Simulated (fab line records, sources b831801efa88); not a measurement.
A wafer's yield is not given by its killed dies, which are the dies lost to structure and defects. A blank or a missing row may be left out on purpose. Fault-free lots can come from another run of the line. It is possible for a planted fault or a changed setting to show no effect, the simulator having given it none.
Matching of chambers / flow sky130 / pecvd-04 running SKY_PASSIVATION_CVD_00: 3 sister chambers
The step deposits SiO2, target thk 90 nm. 14 wafers are shown with their chamber, then 7 later ones without.

## WAFERS WITH THEIR CHAMBER
wafer=L594.2; chamber=1; heater-power-w (W)=794
wafer=L594.5; chamber=2; heater-power-w (W)=564
wafer=L594.6; chamber=1; heater-power-w (W)=650
wafer=L595.3; chamber=0; heater-power-w (W)=757
wafer=L595.5; chamber=1; heater-power-w (W)=668
wafer=L595.6; chamber=2; heater-power-w (W)=629
wafer=L597.3; chamber=2; heater-power-w (W)=630
wafer=L597.4; chamber=2; heater-power-w (W)=627
wafer=L597.6; chamber=1; heater-power-w (W)=782
wafer=L598.2; chamber=2; heater-power-w (W)=631
wafer=L598.3; chamber=0; heater-power-w (W)=716
wafer=L598.6; chamber=2; heater-power-w (W)=658
wafer=L599.1; chamber=1; heater-power-w (W)=681
wafer=L599.5; chamber=1; heater-power-w (W)=686

SIGNATURES (means of the wafers above)
reading=heater-power-w; chamber 0=736.50; chamber 1=710.17; chamber 2=623.17; scatter within a chamber=47.4
Rule: for a wafer and a chamber, the distance is found by dividing, reading by reading, the gap between the wafer's reading and the chamber's mean by the reading's scatter, squaring, summing and taking the root. The wafer belongs to the nearest chamber; if the next one is less than 2 further off, it can't be placed. The scatter: take each reading less its chamber's mean, square it, sum over the shown wafers, divide by the number of wafers less the number of chambers, and take the root.

## WAFERS WITH NO CHAMBER GIVEN
wafer=L599.6; heater-power-w (W)=619
wafer=L603.4; heater-power-w (W)=667
wafer=L603.5; heater-power-w (W)=609
wafer=L603.6; heater-power-w (W)=698
wafer=L605.2; heater-power-w (W)=807
wafer=L605.3; heater-power-w (W)=708
wafer=L605.5; heater-power-w (W)=721

## WHICH CHAMBER EACH WENT THROUGH
wafer=L599.6; from the rows above=can't be placed: 2 or 1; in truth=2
wafer=L603.4; from the rows above=can't be placed: 1 or 2 or 0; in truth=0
wafer=L603.5; from the rows above=can't be placed: 2 or 1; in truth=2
wafer=L603.6; from the rows above=can't be placed: 1 or 0 or 2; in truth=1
wafer=L605.2; from the rows above=can't be placed: 0 or 1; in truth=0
wafer=L605.3; from the rows above=can't be placed: 1 or 0 or 2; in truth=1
wafer=L605.5; from the rows above=can't be placed: 1 or 0 or 2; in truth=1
Placed correctly: 0 of 7. These rows do not allow placing 7 (true chamber among the candidates in 7). Wrongly placed: 0.
